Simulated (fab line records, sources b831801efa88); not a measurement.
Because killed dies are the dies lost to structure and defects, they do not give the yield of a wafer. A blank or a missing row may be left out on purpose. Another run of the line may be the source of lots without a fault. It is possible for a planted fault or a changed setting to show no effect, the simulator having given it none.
Chamber matching ; flow gf180mcu ; cmp-02 running GF_V5_CMP_04: 4 sister chambers
The step polishes SiO2. 4 wafers are shown with their chamber, then 8 later ones without.

## WAFERS PAIRED WITH THEIR CHAMBERS
wafer;chamber;motor_current_A (A)
L706.1;0;12.5
L713.4;1;11.5
L713.6;2;14.3
L715.1;3;10.7

## WAFERS WITHOUT THEIR CHAMBER
wafer;motor_current_A (A)
L715.3;12.8
L715.4;14.6
L717.1;11.1
L717.2;12.6
L717.3;12.0
L721.4;12.3
L721.5;12.0
L721.6;12.3

## CHAMBER TAKEN BY EACH
wafer;from the rows above;in truth
L715.3;0;0
L715.4;2;2
L717.1;can't be placed: 1 or 3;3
L717.2;0;0
L717.3;can't be placed: 0 or 1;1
L721.4;can't be placed: 0 or 1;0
L721.5;can't be placed: 0 or 1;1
L721.6;can't be placed: 0 or 1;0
Placed correctly: 3 of 8. Can't be placed from these rows: 5 (the true chamber is among the candidates in 5). Number placed wrongly: 0.
How it was worked out, from the rows above alone: a wafer's distance from a chamber is the root of the sum, over the readings, of the square of ((its reading less the chamber's mean) divided by the reading's scatter). The wafer belongs to the nearest chamber; if the next one is less than 2 further off, it can't be placed. Each chamber's mean is taken over the wafers shown for it. The scatter (one wafer shown for each chamber): square how far every hidden wafer sits from the nearest shown wafer, average those squares and take the square root.
